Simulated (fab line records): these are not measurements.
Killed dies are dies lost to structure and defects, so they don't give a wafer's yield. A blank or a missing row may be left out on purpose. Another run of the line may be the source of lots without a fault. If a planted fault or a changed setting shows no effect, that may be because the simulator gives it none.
A lot that was struck, set against a sound lot + flow sky130 + 21 out of 708 route steps
Sound: the wafers L685.4, L685.5, L685.6. Wafers L701.2, L701.3, L701.6 were the ones struck. At the end, the cause is stated.
At each step with rows: each side's tool, then ch and its chambers, then its first start. Under that, the readings that differ: sound wafers + struck wafers + difference of the means + sigmas: that difference in standard deviations of wafers without a fault.
alike: words and numbers the same on both sides, and readings whose means are apart by under 2 such deviations; not compared: readings that were withheld, readings missing a value for some wafer, numbers with overlapping values and no deviation given by the record, and bounds like >300 which may hide the same value.
The two part at a step that has a row with sigmas, a row that says differs or no value, or rows on one side only. When numbers do not overlap yet have no deviation, they are printed without sigmas and do not part them. A reading that every wafer of one side lacks parts them only if that side has two wafers or more.

first, 1 step without rows for these wafers: SKY_METAL1_SPUTTER_00 (material Ti, target thk 15 nm, time 10 s).
SKY_METAL1_SPUTTER_01: material TiN, target thk 20 nm, time 16.7 s.
  sound on pvd-sputter-02 at day 32 15:53; struck on pvd-sputter-04 at day 37 13:05
  alike: throttle-valve-pct
SKY_METAL1_SPUTTER_02: material AlCu, target thk 250 nm, time 13.3 s.
  sound on pvd-sputter-02 at day 32 15:54; struck on pvd-sputter-04 at day 37 13:07
  alike: throttle-valve-pct
SKY_METAL1_SPUTTER_03: material Ti, target thk 5 nm, time 3.3 s.
  sound on pvd-sputter-02 at day 32 15:56; struck on pvd-sputter-04 at day 37 13:08
  alike: throttle-valve-pct
SKY_METAL1_SPUTTER_04: material TiN, target thk 70 nm, time 58.3 s.
  sound on pvd-sputter-02 at day 32 15:57; struck on pvd-sputter-04 at day 37 13:09
  alike: throttle-valve-pct
SKY_METAL1_RS_MEAS_05: uses a four-point probe to measure.
  sound on film-metro-01 at day 32 16:04; struck on film-metro-03 at day 37 13:13
  alike: METAL1_ALCU_RS
SKY_METAL1_THK_MEAS_06: measures by xrf.
  sound on film-metro-01 at day 32 16:09; struck on film-metro-03 at day 37 13:20
  alike: METAL1_ALCU_THK
then, 5 steps without rows for these wafers: SKY_METAL1_DEHYDRATE_07 (time 60 s); SKY_METAL1_HMDS_08 (prime time 60 s); SKY_METAL1_COAT_09 (resist thk 60 nm); SKY_METAL1_COAT_10 (resist thk 450 nm); SKY_METAL1_SOFTBAKE_11 (time 90 s).
SKY_METAL1_EXPOSE_12: exposes mask MM1, target cd 140 nm.
  sound on krf-scanner-01 ch 0, day 33 06:57; struck on krf-scanner-01 ch 0, day 38 02:50
  alike: mask
then, 2 steps without rows for these wafers: SKY_METAL1_PEB_13; SKY_METAL1_DEVELOP_14 (develop time 60 s).
SKY_METAL1_CD_MEAS_15: target cd 140 nm.
  sound on cd-sem-01 at day 33 19:44; struck on cd-sem-01 at day 38 14:40
| reading    | sound             | struck         | difference | sigmas |
|------------|-------------------|----------------|------------|--------|
| cd-nm (nm) | 138.2 140.3 141.0 | 88.1 85.6 78.8 | -55.7      | -35    |
  not compared: hold
SKY_METAL1_OVL_MEAS_16:
  sound on overlay-01 at day 33 19:48; struck on overlay-01 at day 38 16:00
| reading | sound | struck                                                                     | difference                   | sigmas |
|---------|-------|----------------------------------------------------------------------------|------------------------------|--------|
| hold    | - - - | await-dispo/1.2h/release await-dispo/1.2h/release await-dispo/1.2h/release | no value on the sound wafers |        |
  alike: METAL1_OVL
SKY_METAL1_DESCUM_17: chemistry O2, time 8 s.
  sound on rie-metal-03 ch 0,1, day 33 19:50; struck on rie-metal-04 ch 0, day 38 16:02
| reading                 | sound             | struck            | difference | sigmas |
|-------------------------|-------------------|-------------------|------------|--------|
| model.METAL1.cd-nm (nm) | 138.9 140.2 141.4 | 87.99 85.84 79.31 | -55.79     |        |
  alike: drypump-motor-current-A, oes-product-au
  not compared: rf-hours-counter-h
then, 1 step without rows for these wafers: SKY_METAL1_ETCH_18 (etches BARC in N2/H2, stops on SiO2, time 45.9 s, target depth 60 nm).
SKY_METAL1_METAL_ETCH_19: etches the open film in Cl2/BCl3, stops on SiO2, target depth 360 nm, time 78 s.
  sound on rie-metal-03 ch 0,1, day 33 19:57; struck on rie-metal-04 ch 0, day 38 16:07
| reading                 | sound             | struck           | difference | sigmas |
|-------------------------|-------------------|------------------|------------|--------|
| model.METAL1.cd-nm (nm) | 134.8 138.6 137.7 | 88.76 85.4 80.75 | -52.06     |        |
  alike: bcl3-flow-sccm, drypump-motor-current-A, oes-product-au, throttle-valve-pct
  not compared: rf-hours-counter-h
SKY_METAL1_STRIP_20: strips in O2/N2.
  sound on plasma-asher-04 ch 0,1, day 33 20:02; struck on plasma-asher-04 ch 0,1, day 38 16:13
  alike: drypump-motor-current-A, oes-product-au, strip-time-to-endpoint-s
  not compared: rf-hours-counter-h

## WHERE THEY PART
First at SKY_METAL1_CD_MEAS_15; last, within this record, at SKY_METAL1_OVL_MEAS_16. Later steps at which nothing parts them and some readings are alike: SKY_METAL1_DESCUM_17, SKY_METAL1_METAL_ETCH_19, SKY_METAL1_STRIP_20.

WHY: what the simulator had put in
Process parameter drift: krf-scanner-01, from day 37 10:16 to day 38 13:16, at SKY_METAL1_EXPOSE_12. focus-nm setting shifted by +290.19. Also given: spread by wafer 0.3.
